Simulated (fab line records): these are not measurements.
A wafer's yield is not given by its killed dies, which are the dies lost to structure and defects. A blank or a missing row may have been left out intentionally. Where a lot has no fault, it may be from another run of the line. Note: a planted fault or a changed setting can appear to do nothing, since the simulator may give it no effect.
Check of tool commonality :: flow gf180mcu :: Sampled: 11 lots, 33 wafers

## REASON IT WAS OPENED
Of 11 lots, 2 have the reading NSD_RS flagged at GF_PSD_RS_MEAS_14. Fault-free wafers read 45.99 ohm/sq, with a standard deviation of 0.07.
Rule: a lot gets a flag if all its wafers with a number sit over 4 standard deviations from that mean, or if no wafer of it has a number. The other lots count as sound.

lot: L574
measured: day 13 20:54
on: film-metro-01
NSD_RS (ohm/sq), wafer by wafer: 46.02 45.94 46.07
flag: 

lot: L575
measured: day 14 05:20
on: film-metro-04
NSD_RS (ohm/sq), wafer by wafer: 45.95 46.00 45.90
flag: 

lot: L578
measured: day 15 11:29
on: film-metro-01
NSD_RS (ohm/sq), wafer by wafer: 45.97 46.08 46.09
flag: 

lot: L579
measured: day 15 13:39
on: film-metro-01
NSD_RS (ohm/sq), wafer by wafer: 45.88 45.97 46.00
flag: 

lot: L584
measured: day 18 11:47
on: film-metro-01
NSD_RS (ohm/sq), wafer by wafer: 47.61 47.71 47.66
flag: FLAGGED

lot: L586
measured: day 19 03:23
on: film-metro-03
NSD_RS (ohm/sq), wafer by wafer: 47.71 47.70 47.64
flag: FLAGGED

lot: L594
measured: day 21 01:11
on: film-metro-03
NSD_RS (ohm/sq), wafer by wafer: 46.02 45.92 46.04
flag: 

lot: L593
measured: day 21 08:16
on: film-metro-01
NSD_RS (ohm/sq), wafer by wafer: 45.98 45.96 45.92
flag: 

lot: L595
measured: day 21 16:23
on: film-metro-04
NSD_RS (ohm/sq), wafer by wafer: 45.88 46.00 45.84
flag: 

lot: L596
measured: day 21 22:19
on: film-metro-01
NSD_RS (ohm/sq), wafer by wafer: 46.13 45.93 46.03
flag: 

lot: L597
measured: day 22 04:25
on: film-metro-04
NSD_RS (ohm/sq), wafer by wafer: 45.96 45.96 45.99
flag: 
Average over the flagged lots: 47.67 ohm/sq; offset from the usual +1.68 ohm/sq, equal to +24 standard deviations.

## WHICH TOOL RAN EACH LOT
Before the reading, the record contains 4 process steps out of a 602-step route. Read each cell as the tool, then ch plus the chambers that the sampled wafers visited, then the start.
lot: L574
flag: 
GF_POLY_GATE_ETCH_13: rie-si-01 ch 1,2,3, day 9 00:26
GF_HV_LDD_STRIP_37: plasma-asher-01 ch 0,1, day 11 08:04
GF_NSD_IMPLANT_10: implanter-01 ch 0, day 13 00:58
GF_NSD_STRIP_11: plasma-asher-01 ch 0,1, day 13 01:05

lot: L575
flag: 
GF_POLY_GATE_ETCH_13: rie-si-01 ch 0,1,3, day 9 07:29
GF_HV_LDD_STRIP_37: plasma-asher-01 ch 0,1, day 11 15:46
GF_NSD_IMPLANT_10: implanter-04 ch 0, day 13 08:40
GF_NSD_STRIP_11: plasma-asher-01 ch 0,1, day 13 08:49

lot: L578
flag: 
GF_POLY_GATE_ETCH_13: rie-si-01 ch 1,2,3, day 10 06:33
GF_HV_LDD_STRIP_37: plasma-asher-01 ch 0,1, day 12 17:20
GF_NSD_IMPLANT_10: implanter-03 ch 0, day 14 13:50
GF_NSD_STRIP_11: plasma-asher-02 ch 0,1, day 14 13:59

lot: L579
flag: 
GF_POLY_GATE_ETCH_13: rie-si-01 ch 0,1,2, day 10 09:57
GF_HV_LDD_STRIP_37: plasma-asher-01 ch 0,1, day 12 21:07
GF_NSD_IMPLANT_10: implanter-04 ch 0, day 14 16:32
GF_NSD_STRIP_11: plasma-asher-01 ch 0,1, day 14 16:40

lot: L584
flag: FLAGGED
GF_POLY_GATE_ETCH_13: rie-si-02 ch 0,2,3, day 12 15:56
GF_HV_LDD_STRIP_37: plasma-asher-02 ch 0,1, day 15 11:02
GF_NSD_IMPLANT_10: implanter-03 ch 0, day 17 11:35
GF_NSD_STRIP_11: plasma-asher-01 ch 0,1, day 17 11:44

lot: L586
flag: FLAGGED
GF_POLY_GATE_ETCH_13: rie-si-02 ch 1,2,3, day 13 07:26
GF_HV_LDD_STRIP_37: plasma-asher-04 ch 0,1, day 16 02:04
GF_NSD_IMPLANT_10: implanter-03 ch 0, day 18 03:15
GF_NSD_STRIP_11: plasma-asher-03 ch 0,1, day 18 03:22

lot: L594
flag: 
GF_POLY_GATE_ETCH_13: rie-si-02 ch 0,3, day 15 01:32
GF_HV_LDD_STRIP_37: plasma-asher-02 ch 0,1, day 17 22:37
GF_NSD_IMPLANT_10: implanter-01 ch 0, day 20 00:43
GF_NSD_STRIP_11: plasma-asher-02 ch 0,1, day 20 00:52

lot: L593
flag: 
GF_POLY_GATE_ETCH_13: rie-si-02 ch 0,1,3, day 15 06:17
GF_HV_LDD_STRIP_37: plasma-asher-01 ch 0,1, day 18 04:28
GF_NSD_IMPLANT_10: implanter-04 ch 0, day 20 07:28
GF_NSD_STRIP_11: plasma-asher-01 ch 0,1, day 20 07:37

lot: L595
flag: 
GF_POLY_GATE_ETCH_13: rie-si-01 ch 0,3, day 15 12:34
GF_HV_LDD_STRIP_37: plasma-asher-04 ch 1, day 18 11:59
GF_NSD_IMPLANT_10: implanter-01 ch 0, day 20 16:02
GF_NSD_STRIP_11: plasma-asher-03 ch 0,1, day 20 16:11

lot: L596
flag: 
GF_POLY_GATE_ETCH_13: rie-si-01 ch 1,2,3, day 15 18:17
GF_HV_LDD_STRIP_37: plasma-asher-02 ch 0,1, day 18 17:16
GF_NSD_IMPLANT_10: implanter-04 ch 0, day 20 21:26
GF_NSD_STRIP_11: plasma-asher-03 ch 0,1, day 20 21:33

lot: L597
flag: 
GF_POLY_GATE_ETCH_13: rie-si-02 ch 0,3, day 16 00:20
GF_HV_LDD_STRIP_37: plasma-asher-04 ch 0,1, day 19 01:33
GF_NSD_IMPLANT_10: implanter-01 ch 0, day 21 04:53
GF_NSD_STRIP_11: plasma-asher-02 ch 0,1, day 21 05:01
What these steps do:
- GF_POLY_GATE_ETCH_13: etches poly-Si in HBr/Cl2, stops on SiO2, target depth 198.5 nm, time 69.6 s.
- GF_HV_LDD_STRIP_37: strips in O2/N2.
- GF_NSD_IMPLANT_10
- GF_NSD_STRIP_11: strips in O2/N2.
- GF_PSD_RS_MEAS_14: measures by four-point-probe.

## FLAGGED AGAINST TOTAL, ONE TOOL AT A TIME (gauges that did the reading follow at the end)
step: GF_POLY_GATE_ETCH_13
tool: rie-si-01
lots run: 6
flagged: 0
share of the flagged lots: none
sound lots run after its first flagged lot: -

step: GF_POLY_GATE_ETCH_13
tool: rie-si-02
lots run: 5
flagged: 2
share of the flagged lots: all
sound lots run after its first flagged lot: 3 (L594,L593,L597)

step: GF_HV_LDD_STRIP_37
tool: plasma-asher-01
lots run: 5
flagged: 0
share of the flagged lots: none
sound lots run after its first flagged lot: -

step: GF_HV_LDD_STRIP_37
tool: plasma-asher-02
lots run: 3
flagged: 1
share of the flagged lots: some
sound lots run after its first flagged lot: 2 (L594,L596)

step: GF_HV_LDD_STRIP_37
tool: plasma-asher-04
lots run: 3
flagged: 1
share of the flagged lots: some
sound lots run after its first flagged lot: 2 (L595,L597)

step: GF_NSD_IMPLANT_10
tool: implanter-01
lots run: 4
flagged: 0
share of the flagged lots: none
sound lots run after its first flagged lot: -

step: GF_NSD_IMPLANT_10
tool: implanter-03
lots run: 3
flagged: 2
share of the flagged lots: all
sound lots run after its first flagged lot: 0

step: GF_NSD_IMPLANT_10
tool: implanter-04
lots run: 4
flagged: 0
share of the flagged lots: none
sound lots run after its first flagged lot: -

step: GF_NSD_STRIP_11
tool: plasma-asher-01
lots run: 5
flagged: 1
share of the flagged lots: some
sound lots run after its first flagged lot: 1 (L593)

step: GF_NSD_STRIP_11
tool: plasma-asher-02
lots run: 3
flagged: 0
share of the flagged lots: none
sound lots run after its first flagged lot: -

step: GF_NSD_STRIP_11
tool: plasma-asher-03
lots run: 3
flagged: 1
share of the flagged lots: some
sound lots run after its first flagged lot: 2 (L595,L596)

step: GF_PSD_RS_MEAS_14
tool: film-metro-01
lots run: 6
flagged: 1
share of the flagged lots: some
sound lots run after its first flagged lot: 2 (L593,L596)

step: GF_PSD_RS_MEAS_14
tool: film-metro-03
lots run: 2
flagged: 1
share of the flagged lots: some
sound lots run after its first flagged lot: 1 (L594)

step: GF_PSD_RS_MEAS_14
tool: film-metro-04
lots run: 3
flagged: 0
share of the flagged lots: none
sound lots run after its first flagged lot: -

## WHAT IS ALLOWED BY THE TABLE
Rows of the table that ran all the flagged lots, 2 in number: rie-si-02 at GF_POLY_GATE_ETCH_13; implanter-03 at GF_NSD_IMPLANT_10.
- rie-si-02 at GF_POLY_GATE_ETCH_13: 2 of its 5 lots flagged. Sound lots ran on it after the first flagged one (L594, L593, L597), which a lasting fault on the whole tool wouldn't allow.
- implanter-03 at GF_NSD_IMPLANT_10: 2 of its 3 lots flagged. A fault beginning between L578 (day 14 13:50), its last sound lot, and L584 (day 17 11:35), its first flagged one, fits the data. Its own readings (dose-ions-cm2, faraday-current-uA) fall more than 4 standard deviations out on all wafers of the flagged lots.
implanter-03 at GF_NSD_IMPLANT_10 is the single tool remaining.

## WHAT THE SIMULATOR HAD PUT IN
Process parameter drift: implanter-03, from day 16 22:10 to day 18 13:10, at GF_NSD_IMPLANT_10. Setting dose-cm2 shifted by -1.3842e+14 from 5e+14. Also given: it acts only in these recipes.
Lots struck among those shown: L584, L586. The same result came from the rule above.
